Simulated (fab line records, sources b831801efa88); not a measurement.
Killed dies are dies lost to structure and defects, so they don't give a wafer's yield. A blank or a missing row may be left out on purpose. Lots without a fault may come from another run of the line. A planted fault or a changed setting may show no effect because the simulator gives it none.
fab line records | flow sky130
record lots=11 wafers=33 last_day=50
route steps=708 shown METAL3@565 VIA3@587 PAD_OPEN@708
lots that met no fault: from a run of the same line without faults
start_h: hours from the record's first day to the start of the lot's first wafer shown | wait_h: hours since the lot's step before | " the same as in the row above | L1.1+2: a row that stands for several wafers | - no value, or no start given | * or withheld: withheld | < > ~ a bound
route shown NAME@n: a module of which the file shows steps, and the number in the route of the first | usual: mean/standard deviation of fault-free wafers | same: alike in all rows | chamber/n: place in a boat | sites: the reading at each site | _std_site: their standard deviation | _edge_site: outer sites' mean less inner sites' | radius_mm: how far each site lies from the wafer's centre | mask NAME#n: copy n | behind: the tool/chamber that last shaped the wafer | hold: why the lot was held/for how many hours/how that ended | device: the transistor (n, p or np) that didn't switch | end of line: the same wafers' tests at the end of the route | a step without rows: its recipe alone | killed: dies lost to structure and defects at the first sort, not the wafer's yield | map: a wafer's dies, x killed, . not, _ none there
set.NAME: the setting as run; set.NAME@STEP: as run at that earlier step | model.NAME: the simulator's own value behind a step, which no gauge read
steps of the route over a sample of lots; a table a step, a row a wafer
services: from which hour (start_h, from the record's first day; less than 0 if before it) a tool's chamber was out of use, for how many hours, and why
## steps
# step SKY_METAL3_DESCUM_15
# recipe chemistry=O2 source_power_w=150 bias_power_w=0 pressure_mtorr=10 temp_c=40 time_s=8
# usual drypump_motor_current_A=5.9/0.35 oes_product_au=0.997/0.0086 temp_c=40.00/0.11
# columns lot.wafer tool chamber start_h wait_h drypump_motor_current_A oes_product_au rf_hours_counter_h temp_c
L716.1 rie_metal-01 0 910.52 0.0 5.5 1.005 6 39.99
L716.3 " 0 " " 5.5 1.001 - 39.92
L716.5 " 1 " " 6.1 0.996 - 39.94
L718.1 rie_metal-01 0 912.55 0.0 5.5 0.999 6 40.08
L718.3 " 1 " " 6.1 0.992 - 40.10
L718.5 " 0 " " 5.5 0.997 - 39.96
L717.2 rie_metal-02 0 922.78 0.0 5.7 1.001 4 40.11
L717.4 " 1 " " 6.0 0.984 - 39.92
L717.5 " 1 " " 6.0 0.984 - 39.90
L720.1 rie_metal-01 0 935.47 0.0 5.5 1.006 8 39.82
L720.4 " 0 " " 5.5 0.995 - 39.94
L720.6 " 1 " " 6.0 0.996 - 40.11
L724.1 rie_metal-01 0 964.97 0.0 5.5 0.992 9 39.82
L724.4 " 0 " " 5.5 1.010 - 39.82
L724.6 " 0 " " 5.5 0.999 - 39.90
L725.1 rie_metal-01 0 970.97 0.0 5.5 1.005 9 40.06
L725.3 " 1 " " 6.1 0.996 - 39.84
L725.6 " 1 " " 6.1 1.008 - 39.84
L728.2 rie_metal-01 1 997.16 0.0 6.1 0.990 8 40.15
L728.4 " 1 " " 6.1 0.988 - 39.99
L728.5 " 1 " " 6.1 1.001 - 39.93
L732.1 rie_metal-01 0 1021.81 0.0 5.5 0.992 12 40.07
L732.2 " 1 " " 6.0 0.984 9 39.96
L732.6 " 0 " " 5.5 0.996 - 40.08
L733.1 rie_metal-01 1 1028.48 0.0 6.1 1.009 9 39.90
L733.4 " 0 " " 5.5 0.999 - 40.01
L733.5 " 1 " " 6.1 0.998 - 40.06
L734.1 rie_metal-01 0 1031.51 0.0 5.5 1.003 12 40.06
L734.3 " 0 " " 5.5 0.995 - 40.20
L734.6 " 1 " " 6.1 0.998 - 40.05
L737.3 rie_metal-04 0 1061.79 0.0 5.9 1.010 - 39.88
L737.4 " 1 " " 6.7 0.993 - 39.98
L737.5 " 0 " " 5.9 1.003 - 39.88
# step SKY_METAL3_ETCH_16
# recipe chemistry=N2/H2 target=BARC ion_energy_ev=200 bias_w=101.8 pressure_mtorr=30 n2_flow_sccm=100 h2_flow_sccm=200 icp_w=500 stop_on=SiO2 time_s=88.2 target_depth_a=600
# usual bias_w=101.79/0.28 drypump_motor_current_A=5.9/0.35 oes_product_au=0.625/0.0043 throttle_valve_pct=13.206/0.0092
# columns lot.wafer tool chamber start_h wait_h bias_w drypump_motor_current_A oes_product_au rf_hours_counter_h throttle_valve_pct
L716.1 rie_metal-01 0 910.55 0.0 101.57 5.5 0.629 6 13.205
L716.3 " 0 " " 101.93 5.5 0.630 - 13.199
L716.5 " 1 " " 101.92 6.1 0.631 - 13.197
L718.1 rie_metal-01 0 912.58 0.0 101.74 5.5 0.623 6 13.194
L718.3 " 1 " " 102.00 6.1 0.619 - 13.211
L718.5 " 0 " " 101.58 5.5 0.625 - 13.216
L717.2 rie_metal-02 0 922.81 0.0 101.78 5.6 0.628 4 13.198
L717.4 " 1 " " 101.54 6.0 0.618 - 13.206
L717.5 " 1 " " 101.70 6.0 0.622 - 13.212
L720.1 rie_metal-01 0 935.50 0.0 101.75 5.5 0.617 8 13.220
L720.4 " 0 " " 101.85 5.5 0.629 - 13.192
L720.6 " 1 " " 101.57 6.1 0.616 - 13.199
L724.1 rie_metal-01 0 965.01 0.0 101.75 5.5 0.625 9 13.219
L724.4 " 0 " " 101.81 5.5 0.630 - 13.191
L724.6 " 0 " " 101.93 5.5 0.625 - 13.198
L725.1 rie_metal-01 0 971.00 0.0 101.73 5.5 0.614 9 13.184
L725.3 " 1 " " 101.98 6.1 0.621 - 13.196
L725.6 " 1 " " 101.98 6.0 0.624 - 13.210
L728.2 rie_metal-01 1 997.19 0.0 102.32 6.1 0.632 8 13.203
L728.4 " 1 " " 102.00 6.1 0.635 - 13.194
L728.5 " 1 " " 101.90 6.1 0.624 - 13.193
L732.1 rie_metal-01 0 1021.84 0.0 101.90 5.5 0.616 12 13.194
L732.2 " 1 " " 101.87 6.1 0.626 9 13.196
L732.6 " 0 " " 101.83 5.5 0.615 - 13.210
L733.1 rie_metal-01 1 1028.51 0.0 101.79 6.1 0.629 9 13.213
L733.4 " 0 " " 101.80 5.5 0.625 - 13.187
L733.5 " 1 " " 102.11 6.1 0.625 - 13.196
L734.1 rie_metal-01 0 1031.54 0.0 101.78 5.5 0.620 12 13.216
L734.3 " 0 " " 101.88 5.5 0.626 - 13.216
L734.6 " 1 " " 101.88 6.1 0.624 - 13.199
L737.3 rie_metal-04 0 1061.85 0.0 102.15 5.9 0.622 - 13.200
L737.4 " 1 " " 101.70 6.7 0.627 - 13.206
L737.5 " 0 " " 102.09 5.9 0.623 - 13.214
# step SKY_VIA3_ETCH_14
# recipe chemistry=N2/H2 target=BARC ion_energy_ev=200 source_w=500 bias_w=100 pressure_mtorr=30 n2_flow_sccm=100 h2_flow_sccm=200 stop_on=SiO2 time_s=45.9 target_depth_a=600
# usual bias_w=100.0/0.31 drypump_motor_current_A=5.71/0.29 oes_product_au=0.854/0.005 throttle_valve_pct=13.225/0.009
# columns lot.wafer tool chamber start_h wait_h bias_w drypump_motor_current_A oes_product_au rf_hours_counter_h throttle_valve_pct
L716.1 rie_diel-03 0 936.33 0.0 100.2 5.87 0.846 12 13.228
L716.3 " 2 " " 100.1 5.40 0.849 22 13.230
L716.5 " 3 " " 100.4 5.65 0.852 - 13.217
L718.1 rie_diel-02 3 938.38 0.0 100.7 5.16 0.860 4 13.233
L718.3 " 1 " " 99.6 5.97 0.854 13 13.246
L718.5 " 3 " " 100.0 5.16 0.860 - 13.242
L717.2 rie_diel-03 3 948.93 0.0 100.2 5.60 0.852 10 13.234
L717.4 " 2 " " 99.8 5.41 0.860 22 13.216
L717.5 " 2 " " 99.5 5.40 0.857 - 13.222
L720.1 rie_diel-03 2 960.94 0.0 100.2 5.43 0.856 22 13.239
L720.4 " 1 " " 100.1 6.02 0.856 4 13.224
L720.6 " 3 " " 99.6 5.61 0.858 - 13.223
L724.1 rie_diel-03 0 991.41 0.0 100.0 5.87 0.853 14 13.217
L724.4 " 1 " " 100.4 6.05 0.858 5 13.221
L724.6 " 2 " " 100.4 5.41 0.851 - 13.228
L725.1 rie_diel-03 3 995.98 0.0 100.0 5.61 0.855 11 13.233
L725.3 " 2 " " 100.2 5.42 0.857 23 13.220
L725.6 " 2 " " 100.6 5.42 0.852 - 13.224
L728.2 rie_diel-02 0 1022.08 0.0 99.9 5.80 0.849 5 13.226
L728.4 " 3 " " 99.8 5.17 0.849 6 13.222
L728.5 " 0 " " 100.0 5.80 0.853 - 13.213
L732.1 rie_diel-02 0 1046.51 0.0 99.8 5.77 0.852 5 13.229
L732.2 " 3 " " 99.9 5.17 0.863 7 13.226
L732.6 " 0 " " 99.7 5.78 0.854 - 13.215
L733.1 rie_diel-03 0 1051.58 0.0 99.3 5.87 0.856 16 13.219
L733.4 " 1 " " 100.8 6.01 0.849 7 13.216
L733.5 " 0 " " 99.7 5.85 0.848 - 13.219
L734.1 rie_diel-01 0 1054.46 0.0 99.6 6.23 0.850 23 13.244
L734.3 " 3 " " 99.9 5.98 0.855 29 13.219
L734.6 " 2 " " 99.4 6.12 0.857 - 13.224
L737.3 rie_diel-02 2 1084.38 0.0 99.9 5.45 0.852 15 13.236
L737.4 " 0 " " 99.6 5.74 0.858 7 13.219
L737.5 " 2 " " 100.0 5.48 0.857 - 13.221
# step SKY_VIA3_STRIP_16
# recipe chemistry=O2/N2 power_w=1400 pressure_mtorr=1500 platen_temp_c=withheld o2_flow_sccm=3000 n2_flow_sccm=300 overash_fraction=0.5
# usual chamber_pressure_mTorr=1500.1/1.4 drypump_motor_current_A=5.6/0.46 oes_product_au=0.402/0.005 strip_time_to_endpoint_s=4.115/0.028
# columns lot.wafer tool chamber start_h wait_h chamber_pressure_mTorr drypump_motor_current_A oes_product_au rf_hours_counter_h strip_time_to_endpoint_s
L716.1 plasma_asher-03 1 936.43 0.0 1500.7 5.0 0.404 80 4.109
L716.3 " 1 " " 1500.2 5.0 0.401 - 4.089
L716.5 " 1 " " 1499.0 5.0 0.408 - 4.138
L718.1 plasma_asher-02 1 938.48 0.0 1501.4 5.5 0.407 50 4.118
L718.3 " 1 " " 1498.0 5.5 0.400 - 4.159
L718.5 " 1 " " 1502.8 5.4 0.398 - 4.101
L717.2 plasma_asher-02 0 949.03 0.0 1499.8 6.1 0.409 51 4.131
L717.4 " 0 " " 1498.6 6.1 0.400 - 4.067
L717.5 " 0 " " 1501.7 6.1 0.393 - 4.057
L720.1 plasma_asher-02 1 961.04 0.0 1500.2 5.5 0.395 52 4.102
L720.4 " 1 " " 1501.7 5.5 0.404 - 4.085
L720.6 " 1 " " 1500.9 5.5 0.404 - 4.164
L724.1 plasma_asher-02 1 991.51 0.0 1501.8 5.5 0.399 55 4.084
L724.4 " 1 " " 1501.2 5.5 0.392 - 4.076
L724.6 " 0 " " 1499.1 6.1 0.400 - 4.069
L725.1 plasma_asher-01 1 996.08 0.0 1502.3 5.7 0.405 113 4.130
L725.3 " 1 " " 1500.6 5.8 0.406 - 4.104
L725.6 " 1 " " 1500.9 5.7 0.410 - 4.084
L728.2 plasma_asher-03 1 1022.18 0.0 1499.9 5.0 0.406 89 4.123
L728.4 " 1 " " 1498.1 5.0 0.403 - 4.149
L728.5 " 0 " " 1500.8 4.8 0.406 - 4.160
L732.1 plasma_asher-02 0 1046.61 0.0 - - - - -
L732.2 " 1 " " - - - - -
L732.6 " 0 " " - - - - -
L733.1 plasma_asher-03 0 1051.68 0.0 - - - - -
L733.4 " 0 " " - - - - -
L733.5 " 0 " " - - - - -
L734.1 plasma_asher-02 0 1054.56 0.0 - - - - -
L734.3 " 0 " " - - - - -
L734.6 " 0 " " - - - - -
L737.3 plasma_asher-01 1 1084.52 0.1 1500.8 5.7 0.407 - 4.142
L737.4 " 0 " " 1498.7 6.0 0.402 - 4.137
L737.5 " 1 " " 1499.0 5.7 0.404 - 4.115
# step SKY_PAD_OPEN_PROBE_99
# usual defect_limited_yield=82.6/2 killed_at_M0_to_M3=43/7.1 killed_at_M4_up=3.0/1.9 killed_at_contacts=24/5 killed_at_front_end=15/4.3 killed_at_other=0.3/0.5 killed_dies=85/9.6 killed_on_rim=17/4.3 killed_open=46/7.1 killed_short=39/6.8 sort_bin_3_pad_short=0.9/0.42 sort_bin_5_function=10.2/1.4 sort_bin_6_memory=6.3/1.2 sort_n_pass=407/9.6 sort_yield_pct=82.6/2
# same gross_dies=492 killed_at_back_side=0 sort_bin_4_leakage[%]=0 sort_bin_8_speed[%]=0
# columns lot.wafer tool chamber start_h wait_h defect_limited_yield[%] killed_at_M0_to_M3 killed_at_M4_up killed_at_contacts killed_at_front_end killed_at_other killed_dies killed_on_rim killed_open killed_short sort_bin_3_pad_short[%] sort_bin_5_function[%] sort_bin_6_memory[%] sort_n_pass sort_yield_pct[%]
L716.1 prober-02 - 1083.98 0.1 83.1 50 1 19 13 0 83 20 48 35 0.4 10.4 6.1 409 83.1
L716.3 prober-02 - 1084.08 0.2 81.7 44 0 29 17 0 90 22 50 40 0.8 9.8 7.7 402 81.7
L716.5 prober-02 - 1084.18 0.2 82.3 49 1 22 15 0 87 14 58 29 0.4 10.8 6.5 405 82.3
L718.1 prober-01 - 1084.30 0.1 84.3 43 1 17 16 0 77 13 40 37 1.2 10.6 3.9 415 84.3
L718.3 prober-01 - 1084.40 0.2 80.9 50 2 20 22 0 94 20 51 43 0.4 10.4 8.3 398 80.9
L718.5 prober-01 - 1084.50 0.2 85.0 41 0 17 16 0 74 18 42 32 0.8 9.6 4.7 418 85.0
L717.2 prober-02 - 1094.72 0.1 81.1 49 3 30 11 0 93 20 52 41 0.4 9.8 8.7 399 81.1
L717.4 prober-02 - 1094.82 0.2 84.1 38 1 27 11 1 78 25 38 40 0.8 10.0 5.1 414 84.1
L717.5 prober-02 - 1094.87 0.2 85.6 35 2 24 10 0 71 16 44 27 0.4 9.1 4.9 421 85.6
L720.1 prober-02 - 1104.11 0.1 85.0 39 2 18 15 0 74 16 45 29 1.2 8.5 5.3 418 85.0
L720.4 prober-02 - 1104.26 0.2 85.8 28 0 32 10 0 70 17 33 37 0.6 8.9 4.7 422 85.8
L720.6 prober-02 - 1104.36 0.2 82.3 35 3 31 18 0 87 19 52 35 1.2 11.8 4.7 405 82.3
L724.1 prober-02 - 1129.32 0.1 81.5 47 3 23 18 0 91 20 52 39 0.6 9.8 8.1 401 81.5
L724.4 prober-02 - 1129.47 0.2 83.3 48 4 20 10 0 82 20 45 37 1.0 9.6 6.1 410 83.3
L724.6 prober-02 - 1129.57 0.2 84.6 40 2 24 9 1 76 9 48 28 1.0 8.5 5.9 416 84.6
L725.1 prober-01 - 1131.06 0.1 83.1 38 1 31 13 0 83 14 52 31 0.8 10.0 6.1 409 83.1
L725.3 prober-01 - 1131.16 0.2 82.7 39 3 25 18 0 85 14 44 41 0.8 10.6 5.9 407 82.7
L725.6 prober-01 - 1131.31 0.2 83.1 40 4 24 15 0 83 12 49 34 0.2 10.2 6.5 409 83.1
L728.2 prober-01 - 1152.98 0.1 82.1 42 3 25 18 0 88 10 58 30 0.6 10.2 7.1 404 82.1
L728.4 prober-01 - 1153.08 0.2 80.5 41 5 25 25 0 96 13 55 41 1.4 11.4 6.7 396 80.5
L728.5 prober-01 - 1153.13 0.2 84.3 38 5 26 8 0 77 24 39 38 0.6 8.7 6.3 415 84.3
L732.1 prober-02 - 1172.10 0.1 0 444 3 21 24 0 492 96 54 45 1.8 89.4 8.7 0 0
L732.2 prober-02 - 1172.15 0.1 0 445 5 23 19 0 492 96 45 39 1.2 93.5 5.3 0 0
L732.6 prober-02 - 1172.35 0.2 0 453 4 21 14 0 492 96 56 18 0.4 94.3 5.3 0 0
L733.1 prober-02 - 1173.85 0.1 0 443 3 32 14 0 492 96 50 39 0.6 93.9 5.5 0 0
L733.4 prober-02 - 1174.00 0.2 0 449 3 26 14 0 492 96 44 49 1.2 93.3 5.5 0 0
L733.5 prober-02 - 1174.05 0.2 0 457 3 18 14 0 492 96 42 44 1.6 91.9 6.5 0 0
L734.1 prober-01 - 1177.24 0.1 0 451 3 18 19 1 492 96 41 36 0.4 93.9 5.7 0 0
L734.3 prober-01 - 1177.34 0.2 0 455 1 17 19 0 492 96 44 46 0.4 93.7 5.9 0 0
L734.6 prober-01 - 1177.49 0.2 0 456 4 23 8 1 492 96 43 43 0.6 94.1 5.3 0 0
L737.3 prober-02 - 1198.83 0.2 84.8 39 2 23 11 0 75 14 40 35 0.8 8.7 5.7 417 84.8
L737.4 prober-02 - 1198.88 0.2 78.7 51 1 29 23 1 105 22 53 52 1.8 13.4 6.1 387 78.7
L737.5 prober-02 - 1198.93 0.2 80.9 45 5 26 17 1 94 24 44 50 1.0 11.0 7.1 398 80.9
# killed by level:class
L716.1 VIA1:geometric_particle:open=15 VIA3:geometric_particle:open=9 CONTACT:geometric_particle:short=7 VIA1:geometric_particle:short=7 CONTACT:geometric_particle:open=5 LI_CONTACT:geometric_particle:open=4 METAL3:geometric_particle:short=4 FIELD_ISO:geometric_particle:open=3
L716.3 CONTACT:geometric_particle:open=8 VIA1:geometric_particle:open=8 CONTACT:geometric_particle:short=7 VIA1:geometric_particle:short=7 FIELD_ISO:geometric_particle:open=6 LI_CONTACT:geometric_particle:open=6 LOCAL_INTERCONNECT:geometric_particle:short=6 METAL1:geometric_particle:short=6
L716.5 VIA1:geometric_particle:open=14 CONTACT:geometric_particle:open=10 VIA1:geometric_particle:short=10 LI_CONTACT:geometric_particle:open=8 VIA3:geometric_particle:open=7 VIA2:geometric_particle:open=6 POLY_GATE:geometric_particle:short=4 METAL2:geometric_particle:short=4
L718.1 VIA1:geometric_particle:open=9 LI_CONTACT:geometric_particle:open=7 VIA2:geometric_particle:open=7 METAL2:geometric_particle:short=6 VIA2:geometric_particle:short=5 VIA3:geometric_particle:open=5 FIELD_ISO:geometric_particle:short=4 LOCAL_INTERCONNECT:geometric_particle:short=4
L718.3 VIA1:geometric_particle:open=16 FIELD_ISO:geometric_particle:short=8 VIA1:geometric_particle:short=8 LI_CONTACT:geometric_particle:open=8 VIA2:geometric_particle:open=6 FIELD_ISO:geometric_particle:open=5 CONTACT:geometric_particle:open=5 VIA3:geometric_particle:open=5
L718.5 VIA1:geometric_particle:open=13 LI_CONTACT:geometric_particle:open=9 FIELD_ISO:geometric_particle:short=6 METAL2:geometric_particle:short=6 VIA3:geometric_particle:open=6 METAL1:geometric_particle:short=5 CONTACT:geometric_particle:open=4 METAL3:geometric_particle:short=3
L717.2 VIA1:geometric_particle:open=13 LI_CONTACT:geometric_particle:open=12 VIA2:geometric_particle:open=9 CONTACT:geometric_particle:open=7 VIA1:geometric_particle:short=7 LOCAL_INTERCONNECT:geometric_particle:short=6 FIELD_ISO:geometric_particle:short=5 METAL1:geometric_particle:short=4
L717.4 VIA1:geometric_particle:open=10 LI_CONTACT:geometric_particle:open=7 CONTACT:geometric_particle:open=7 LI_CONTACT:geometric_particle:short=5 VIA3:geometric_particle:short=5 METAL1:geometric_particle:short=4 LOCAL_INTERCONNECT:geometric_particle:short=4 VIA2:geometric_particle:open=4
L717.5 CONTACT:geometric_particle:open=11 VIA1:geometric_particle:open=8 VIA3:geometric_particle:open=4 LI_CONTACT:geometric_particle:open=4 LOCAL_INTERCONNECT:geometric_particle:short=4 METAL1:geometric_particle:short=4 VIA2:geometric_particle:open=4 METAL3:geometric_particle:short=4
L720.1 VIA2:geometric_particle:open=8 LI_CONTACT:geometric_particle:open=7 CONTACT:geometric_particle:open=7 VIA1:geometric_particle:open=7 POLY_GATE:geometric_particle:open=5 VIA1:geometric_particle:short=5 METAL1:geometric_particle:short=5 VIA3:geometric_particle:open=5
L720.4 CONTACT:geometric_particle:open=11 CONTACT:geometric_particle:short=8 LI_CONTACT:geometric_particle:open=7 METAL1:geometric_particle:short=6 VIA1:geometric_particle:short=5 LOCAL_INTERCONNECT:geometric_particle:short=4 VIA3:geometric_particle:open=4 VIA3:geometric_particle:short=4
L720.6 CONTACT:geometric_particle:open=13 VIA1:geometric_particle:open=9 LI_CONTACT:geometric_particle:open=9 METAL2:geometric_particle:short=7 SPACER:geometric_particle:open=6 VIA1:geometric_particle:short=5 POLY_GATE:geometric_particle:short=4 CONTACT:geometric_particle:short=4
L724.1 CONTACT:geometric_particle:open=10 VIA1:geometric_particle:open=10 VIA3:geometric_particle:open=9 METAL2:geometric_particle:short=7 VIA2:geometric_particle:open=6 POLY_GATE:geometric_particle:open=5 LOCAL_INTERCONNECT:geometric_particle:short=5 VIA1:geometric_particle:short=4
L724.4 VIA3:geometric_particle:open=10 METAL1:geometric_particle:short=9 VIA2:geometric_particle:open=9 VIA1:geometric_particle:open=8 CONTACT:geometric_particle:open=7 POLY_GATE:geometric_particle:short=5 LI_CONTACT:geometric_particle:open=5 METAL2:geometric_particle:short=4
L724.6 LI_CONTACT:geometric_particle:open=9 VIA1:geometric_particle:open=8 METAL2:geometric_particle:short=7 CONTACT:geometric_particle:open=7 METAL2:geometric_particle:open=4 FIELD_ISO:geometric_particle:open=3 VIA3:geometric_particle:open=3 POLY_GATE:geometric_particle:open=3
L725.1 LI_CONTACT:geometric_particle:open=12 CONTACT:geometric_particle:open=11 VIA3:geometric_particle:open=8 METAL1:geometric_particle:short=7 VIA1:geometric_particle:open=7 METAL2:geometric_particle:short=5 POLY_GATE:geometric_particle:open=4 POLY_GATE:geometric_particle:short=4
L725.3 VIA3:geometric_particle:open=11 LI_CONTACT:geometric_particle:open=7 CONTACT:geometric_particle:open=7 LOCAL_INTERCONNECT:geometric_particle:short=6 VIA1:geometric_particle:open=6 METAL1:geometric_particle:short=5 POLY_GATE:geometric_particle:short=5 FIELD_ISO:geometric_particle:open=4
L725.6 VIA3:geometric_particle:open=11 CONTACT:geometric_particle:open=9 VIA2:geometric_particle:open=8 VIA1:geometric_particle:open=6 LOCAL_INTERCONNECT:geometric_particle:short=5 LI_CONTACT:geometric_particle:open=4 CONTACT:geometric_particle:short=4 METAL1:geometric_particle:short=4
L728.2 CONTACT:geometric_particle:open=12 VIA1:geometric_particle:open=11 VIA3:geometric_particle:open=9 LI_CONTACT:geometric_particle:open=7 METAL1:geometric_particle:short=6 FIELD_ISO:geometric_particle:short=5 VIA1:geometric_particle:short=4 VIA2:geometric_particle:open=4
L728.4 CONTACT:geometric_particle:open=13 FIELD_ISO:geometric_particle:open=10 METAL2:geometric_particle:short=9 VIA3:geometric_particle:open=7 POLY_GATE:geometric_particle:open=5 FIELD_ISO:geometric_particle:short=4 LI_CONTACT:geometric_particle:short=4 LI_CONTACT:geometric_particle:open=4
L728.5 CONTACT:geometric_particle:open=9 VIA2:geometric_particle:open=8 VIA3:geometric_particle:open=8 CONTACT:geometric_particle:short=7 METAL2:geometric_particle:short=6 VIA1:geometric_particle:open=5 LI_CONTACT:geometric_particle:open=4 LOCAL_INTERCONNECT:geometric_particle:short=4
L732.1 VIA3:area_sputter=393 VIA1:geometric_particle:open=10 FIELD_ISO:geometric_particle:open=8 VIA3:geometric_particle:open=8 CONTACT:geometric_particle:open=7 METAL1:geometric_particle:short=7 VIA1:geometric_particle:short=7 VIA2:geometric_particle:open=6
L732.2 VIA3:area_sputter=408 VIA2:geometric_particle:open=7 FIELD_ISO:geometric_particle:open=6 CONTACT:geometric_particle:open=6 LI_CONTACT:geometric_particle:short=5 CONTACT:geometric_particle:short=5 LOCAL_INTERCONNECT:geometric_particle:short=5 POLY_GATE:geometric_particle:open=4
L732.6 VIA3:area_sputter=418 CONTACT:geometric_particle:open=11 VIA1:geometric_particle:open=9 VIA3:geometric_particle:open=8 VIA2:geometric_particle:open=8 LI_CONTACT:geometric_particle:open=6 FIELD_ISO:geometric_particle:open=5 POLY_GATE:geometric_particle:short=5
L733.1 VIA3:area_sputter=403 VIA1:geometric_particle:open=14 CONTACT:geometric_particle:open=11 VIA2:geometric_particle:open=9 LOCAL_INTERCONNECT:geometric_particle:short=8 LI_CONTACT:geometric_particle:open=6 LI_CONTACT:geometric_particle:short=6 POLY_GATE:geometric_particle:open=5
L733.4 VIA3:area_sputter=399 VIA1:geometric_particle:open=11 VIA1:geometric_particle:short=9 LOCAL_INTERCONNECT:geometric_particle:short=8 LI_CONTACT:geometric_particle:open=7 VIA2:geometric_particle:open=7 CONTACT:geometric_particle:open=6 VIA2:geometric_particle:short=6
L733.5 VIA3:area_sputter=406 VIA3:geometric_particle:open=8 METAL1:geometric_particle:short=7 VIA1:geometric_particle:short=7 FIELD_ISO:geometric_particle:short=6 VIA1:geometric_particle:open=6 METAL2:geometric_particle:short=6 VIA2:geometric_particle:open=5
L734.1 VIA3:area_sputter=415 VIA3:geometric_particle:open=8 LI_CONTACT:geometric_particle:open=7 CONTACT:geometric_particle:open=7 POLY_GATE:geometric_particle:short=6 POLY_GATE:geometric_particle:open=6 METAL1:geometric_particle:short=5 VIA1:geometric_particle:short=4
L734.3 VIA3:area_sputter=402 VIA1:geometric_particle:open=8 METAL2:geometric_particle:short=8 VIA2:geometric_particle:open=8 CONTACT:geometric_particle:open=7 METAL1:geometric_particle:short=7 POLY_GATE:geometric_particle:short=5 VIA3:geometric_particle:short=5
L734.6 VIA3:area_sputter=406 VIA1:geometric_particle:open=10 VIA3:geometric_particle:open=8 METAL2:geometric_particle:short=8 LI_CONTACT:geometric_particle:open=6 CONTACT:geometric_particle:short=6 VIA1:geometric_particle:short=6 CONTACT:geometric_particle:open=5
L737.3 CONTACT:geometric_particle:open=11 METAL1:geometric_particle:short=10 VIA1:geometric_particle:open=6 LI_CONTACT:geometric_particle:open=5 VIA2:geometric_particle:open=5 CONTACT:geometric_particle:short=4 METAL2:geometric_particle:short=4 POLY_GATE:geometric_particle:open=3
L737.4 VIA2:geometric_particle:open=10 CONTACT:geometric_particle:short=9 LI_CONTACT:geometric_particle:open=9 VIA1:geometric_particle:open=9 FIELD_ISO:geometric_particle:short=8 CONTACT:geometric_particle:open=6 METAL1:geometric_particle:short=6 FIELD_ISO:geometric_particle:open=5
L737.5 VIA1:geometric_particle:open=11 CONTACT:geometric_particle:short=9 CONTACT:geometric_particle:open=8 METAL1:geometric_particle:short=8 VIA3:geometric_particle:open=7 POLY_GATE:geometric_particle:open=5 VIA2:geometric_particle:open=5 FIELD_ISO:geometric_particle:short=4
## services
# columns tool chamber start_h hours kind
rie_diel-01 - 889.63 0.7 repair
rie_diel-02 - 894.33 0.5 repair
rie_metal-04 - 903.89 1.4 pm
rie_metal-01 - 903.94 2.6 repair
rie_diel-03 2 910.91 4.1 repair
plasma_asher-02 - 912.96 0.8 repair
rie_diel-02 2 924.27 7.2 repair
rie_metal-04 1 924.56 - clean
rie_metal-04 1 924.56 20.4 scheduled_down
rie_metal-04 1 924.56 20.4 vent_cycle
rie_diel-02 0 928.76 4.7 repair
rie_diel-01 2 953.87 2.1 repair
rie_diel-03 0 956.65 2.4 repair
plasma_asher-02 - 963.70 3.3 repair
rie_diel-02 2 967.40 1.6 repair
rie_diel-01 2 992.17 2.5 repair
rie_diel-01 - 1014.83 4.3 pm
rie_diel-02 - 1035.33 1.6 repair
plasma_asher-01 - 1055.25 9.0 pm
rie_diel-03 3 1056.95 7.9 repair
rie_metal-02 - 1070.45 14.6 pm
rie_diel-02 - 1072.22 6.1 repair
rie_diel-01 2 1074.59 98.9 repair
rie_diel-03 3 1082.09 18.3 repair
## key
first_sign step=SKY_VIA3_STRIP_16 reading=tool_record direction=missing
effect step=SKY_PAD_OPEN_PROBE_99 reading=sort_bin_5_function direction=up sigmas=61 usual=10.2 struck=93.1
more_kills_born_at SKY_VIA3_SPUTTER_20@pvd_sputter-01=1223 SKY_VIA3_SPUTTER_20@pvd_sputter-02=1219 SKY_VIA3_SPUTTER_20@pvd_sputter-04=1208
met_at SKY_VIA3_STRIP_16
struck_lots L732,L733,L734
later_rows_left_out L732.1,L732.2,L732.6,L733.1,L733.4,L733.5,L734.1,L734.3,L734.6
not_acting_at SKY_METAL3_DESCUM_15,SKY_METAL3_ETCH_16,SKY_VIA3_ETCH_14
onset_between 1022.18 1046.61
fault kind=skipped_step_whole tool=plasma_asher-02,plasma_asher-03 chamber=- onset_h=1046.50 steps=SKY_VIA3_STRIP_16 scope=struck_lots_only
# later_rows_left_out: the simulator's readings of these wafers behind a module that went badly wrong aren't trusted and aren't shown, but for the sort
